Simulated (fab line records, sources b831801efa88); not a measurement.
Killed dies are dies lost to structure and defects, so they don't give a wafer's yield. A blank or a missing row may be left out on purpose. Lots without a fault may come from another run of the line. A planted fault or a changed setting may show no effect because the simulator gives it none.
Tool commonality check | flow gf180mcu | 13 lots, 48 wafers sampled

WHY IT WAS OPENED
At GF_STI_THK_MEAS_02 the reading STI_OXIDATION_THK is flagged on 3 of 13 lots. Wafers without a fault read 10.07 nm, standard deviation 0.18.
Rule: a lot is flagged when every wafer of it that has a number lies more than 4 standard deviations from that mean, or none has a number. The other lots count as sound.

lot  | measured    | on            | STI_OXIDATION_THK (nm), wafer by wafer | flag
L489 | day 1 19:33 | film_metro-03 | 10.05 10.11 10.15                      |
L490 | day 1 22:29 | film_metro-04 | 10.12 9.97 9.90                        |
L491 | day 2 02:56 | film_metro-04 | 9.98 10.21 10.19                       |
L492 | day 2 08:42 | film_metro-03 | 10.32 10.34 10.35                      |
L493 | day 2 14:28 | film_metro-04 | 10.11 10.10 10.32                      |
L494 | day 2 17:42 | film_metro-03 | 9.93 10.00 10.03                       |
L496 | day 3 04:38 | film_metro-04 | 10.38 10.27 10.25                      |
L497 | day 3 11:14 | film_metro-03 | 10.17 10.32 10.15                      |
L498 | day 3 14:04 | film_metro-02 | 10.27 10.21 10.18                      |
L499 | day 3 18:31 | film_metro-03 | 10.11 10.34 10.36                      |
L500 | day 4 03:14 | film_metro-03 | 16.06 16.16 16.20 16.08 16.18 16.22    | FLAGGED
L501 | day 4 06:07 | film_metro-03 | 16.51 16.50 17.09 16.49 16.51 17.07    | FLAGGED
L502 | day 4 11:33 | film_metro-03 | 16.33 16.39 16.49 16.29 16.39 16.44    | FLAGGED
The numbers of the flagged lots are 16.41 nm on average: +6.34 nm against the usual, or +35 standard deviations.

WHICH TOOL RAN EACH LOT
The record holds 1 process step before the reading, out of a route of 602 steps. In each cell: the tool, then ch and the chambers that the sampled wafers went through, then the start.
lot  | flag    | GF_STI_OXIDATION_01
L489 |         | furnace-02 ch 0, day 1 18:07
L490 |         | furnace-02 ch 0, day 1 21:04
L491 |         | furnace-01 ch 0, day 2 01:33
L492 |         | furnace-02 ch 0, day 2 07:18
L493 |         | furnace-01 ch 0, day 2 13:05
L494 |         | furnace-02 ch 0, day 2 16:17
L496 |         | furnace-02 ch 0, day 3 03:14
L497 |         | furnace-01 ch 0, day 3 09:49
L498 |         | furnace-01 ch 0, day 3 12:40
L499 |         | furnace-02 ch 0, day 3 17:07
L500 | FLAGGED | furnace-01 ch 0, day 3 23:04
L501 | FLAGGED | furnace-01 ch 0, day 4 03:10
L502 | FLAGGED | furnace-01 ch 0, day 4 08:07 and furnace-02 ch 0, day 4 10:10
What these steps do:
- GF_STI_OXIDATION_01: stabilise 600 s, purge 300 s, target thk 10 nm.
- GF_STI_THK_MEAS_02

FLAGGED OVER TOTAL, TOOL BY TOOL (the gauges that took the reading come last)
step                | tool          | lots run | flagged | share of the flagged lots | sound lots run after its first flagged lot
GF_STI_OXIDATION_01 | furnace-01    | 7        | 3       | all                       | 0
GF_STI_OXIDATION_01 | furnace-02    | 7        | 1       | some                      | 0
GF_STI_THK_MEAS_02  | film_metro-02 | 1        | 0       | none                      | -
GF_STI_THK_MEAS_02  | film_metro-03 | 8        | 3       | all                       | 0
GF_STI_THK_MEAS_02  | film_metro-04 | 4        | 0       | none                      | -

WHAT THE TABLE ALLOWS
2 rows of the table ran every flagged lot: furnace-01 at GF_STI_OXIDATION_01, film_metro-03 at GF_STI_THK_MEAS_02.
- furnace-01 at GF_STI_OXIDATION_01: 3 of its 7 lots flagged. Its last sound lot is L498 (day 3 12:40), its first flagged lot L500 (day 3 23:04): a fault that began between those two fits.
- film_metro-03 at GF_STI_THK_MEAS_02: 3 of its 8 lots flagged. Its last sound lot is L499 (day 3 18:31), its first flagged lot L500 (day 4 03:14): a fault that began between those two fits.
Counting lots can't tell these 2 tools apart, because each fits a fault that began at some hour. More lots, or a look at what each step does to the wafer, might.

WHAT THE SIMULATOR HAD PUT IN
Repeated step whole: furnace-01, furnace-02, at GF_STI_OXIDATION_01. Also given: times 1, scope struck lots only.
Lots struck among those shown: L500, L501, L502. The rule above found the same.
